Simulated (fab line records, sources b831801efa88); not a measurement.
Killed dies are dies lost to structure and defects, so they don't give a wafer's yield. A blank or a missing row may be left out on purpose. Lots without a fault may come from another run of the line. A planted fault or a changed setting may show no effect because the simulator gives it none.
One fault seen from 2 desks | flow sfq_line | each desk has only its own numbers; what lay behind them comes last

THE TOOL OWNER'S DESK: rie_diel-02
The tool's own readings at SFQ_TRILAYER_I2_VIA_BARC_OPEN_VIA_ETCH_096 (etches BARC in O2, target depth 125 nm, time 41.7 s): means of the sampled wafers that have a number, for each lot that ran on this tool. A lot is out of limits, marked OUT, if its mean lies more than 4 standard deviations from the usual mean; the brackets give that distance.
Columns: A = bias_w at SFQ_TRILAYER_I2_VIA_BARC_OPEN_VIA_ETCH_096, usual 79.98 W; B = drypump_motor_current_A at SFQ_TRILAYER_I2_VIA_BARC_OPEN_VIA_ETCH_096, usual 5.6 A; C = oes_product_au at SFQ_TRILAYER_I2_VIA_BARC_OPEN_VIA_ETCH_096, usual 0.684 a.u.; D = run_length_s at SFQ_TRILAYER_I2_VIA_BARC_OPEN_VIA_ETCH_096, usual 69.8 s
lot  | first seen here | A     | B   | C     | D
L715 | day 38 04:35    | 79.83 | 5.7 | 0.680 | 69.7
L721 | day 41 00:02    | 80.27 | 5.3 | 0.684 | 70.1
L722 | day 41 06:02    | 79.89 | 5.2 | 0.670 | 71.6 (+5.0) OUT
L723 | day 42 01:10    | 79.88 | 5.7 | 0.677 | 71.4 (+4.5) OUT
This desk's finding: out of limits on L722, L723; first on L722, day 41 06:02 (run_length_s at SFQ_TRILAYER_I2_VIA_BARC_OPEN_VIA_ETCH_096). In limits: L715, L721.

THE METROLOGY DESK
What the gauges read, lot by lot, whatever tool the lot ran on: means of the sampled wafers that have a number. A lot is out of limits, marked OUT, if its mean lies more than 4 standard deviations from the usual mean; the brackets give that distance.
Columns: A = I2_BOW at SFQ_I2_BOW_MEAS_917, usual 5 um; B = I2_OVL at SFQ_I2_OVL_MEAS_918, usual -2 nm
lot  | first seen here | A   | B
L711 | day 24 23:53    | -1  | -8
L715 | day 32 01:34    | 8   | -5
L720 | day 34 21:47    | -11 | -6
L721 | day 35 20:11    | 12  | -8
L722 | day 36 03:49    | 9   | -5
L723 | day 36 23:13    | -2  | 1
This desk's finding: nothing out of limits on any of the 6 lots.

PUT TOGETHER
The tool owner's desk could have raised an alarm at day 41 06:02, on L722, L723.
The metrology desk saw nothing out of limits.
The metrology desk has L722, L723 on record, within its limits.
Of the lots named, all ran SFQ_TRILAYER_I2_VIA_BARC_OPEN_VIA_ETCH_096 on rie_diel-02.

WHAT THE SIMULATOR HAD PUT IN
Process parameter drift: rie_diel-02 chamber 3, from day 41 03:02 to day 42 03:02, at SFQ_TRILAYER_I2_VIA_BARC_OPEN_VIA_ETCH_096. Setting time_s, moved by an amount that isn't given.
Lots struck among those shown: L722, L723.
Hours from the fault's start to each desk's first reading out of limits: the tool owner's desk, 3.
